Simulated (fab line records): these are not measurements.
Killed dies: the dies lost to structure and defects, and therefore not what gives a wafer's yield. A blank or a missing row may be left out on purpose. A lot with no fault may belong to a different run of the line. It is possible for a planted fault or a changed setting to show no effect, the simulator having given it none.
Problem report, 8D (eight disciplines) form, completed by code    flow gf180mcu    the parts of the form that need people (team, actions taken, sign-off) are left out

## 1. THE ISSUE
A mean of 104 s is read at GF_V4_CMP_04 for timeToEndpointS, taken on 1 wafer of 1 lot, against 79 s (standard deviation 6.1) on wafers free of any fault. That puts it +4.1 standard deviations away from the usual mean.
The step: polishes SiO2.
Seen first at day 26 23:08 on cmp-01, wafer L434.5. The record has a number at this step for 39 wafers belonging to 13 lots. Rule for "out" (also "out of limits"): further than 4 standard deviations from the usual mean. All remaining wafers that have a number are taken as sound.

## 2. WHAT IT IS, WHAT IT ISN'T
question                     is                 is not
which readings at this step  timeToEndpointS    motorCurrentA
which lots                   L434               L424, L426, L427, L428, L430, L438, L440, L442, L443, L444, L445, L447
which wafers of those lots   L434.5             L434.2, L434.6
read on which tools          cmp-01             cmp-02
when                         from day 26 23:08  up to then (17 sound wafers); but 21 sound wafers of L438, L440, L442, L443, L444, L445, L447 came after

## 3. THE SUSPECTS, EACH WITH WHAT RULES IT OUT
Counting: a tool at a process step up to the reading stays a suspect if it ran every lot that is out. Sound lots after the first of them don't rule it out here, since some wafers of a struck lot are sound.
- cmp-01 at GF_V4_CMP_04 (polishes SiO2): kept. The lot that is out, L434, ran on it at day 26 23:08; the last sound lot it ran before that was L430, at day 25 15:44. On those wafers its own readings are out: timeToEndpointS.
- Within cmp-01 at GF_V4_CMP_04, the wafers that are out were processed in chamber 0 and their sound lot-mates in chamber 3.
Left after counting: cmp-01 at GF_V4_CMP_04.

## 4. THE CAUSE (what the simulator had put in)
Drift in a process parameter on cmp-01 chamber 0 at GF_V4_CMP_04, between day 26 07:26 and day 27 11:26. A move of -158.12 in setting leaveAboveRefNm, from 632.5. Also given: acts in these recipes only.
After counting, this tool was the only one left.

## 5. THE EFFECT CHAIN, in route order
Rows list readings where the struck wafers' mean (over those with a number) sits beyond 3 standard deviations from the usual. Only readings whose record carries a usual standard deviation are examined. hours: median over the lots of the time between each lot's start at the first step of this table that gives one and its start at this step. sigmas: the change, counted in usual standard deviations.
hours  step           reading          usual       on struck wafers  change  sigmas
0      GF_V4_CMP_04   timeToEndpointS  79 s        104               +25     +4.1
-      GF_V4_ETCH_17  oesProductAu     0.856 a.u.  0.791             -0.065  -13
The process steps in it:
- GF_V4_CMP_04: polishes SiO2.
- GF_V4_ETCH_17: etches SiO2 in C4F8/O2/Ar, stops on TiN, target depth 630 nm.
Later steps that measure or inspect, where all struck wafers having a row at the step show a number for every such reading and not one has moved that far: GF_V4_BOW_MEAS_05.

## 6. HOW IT WOULD HAVE BEEN CAUGHT EARLIER
In this record no reading fell out of limits until day 26 23:08, 16 hours after the fault had begun at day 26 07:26.
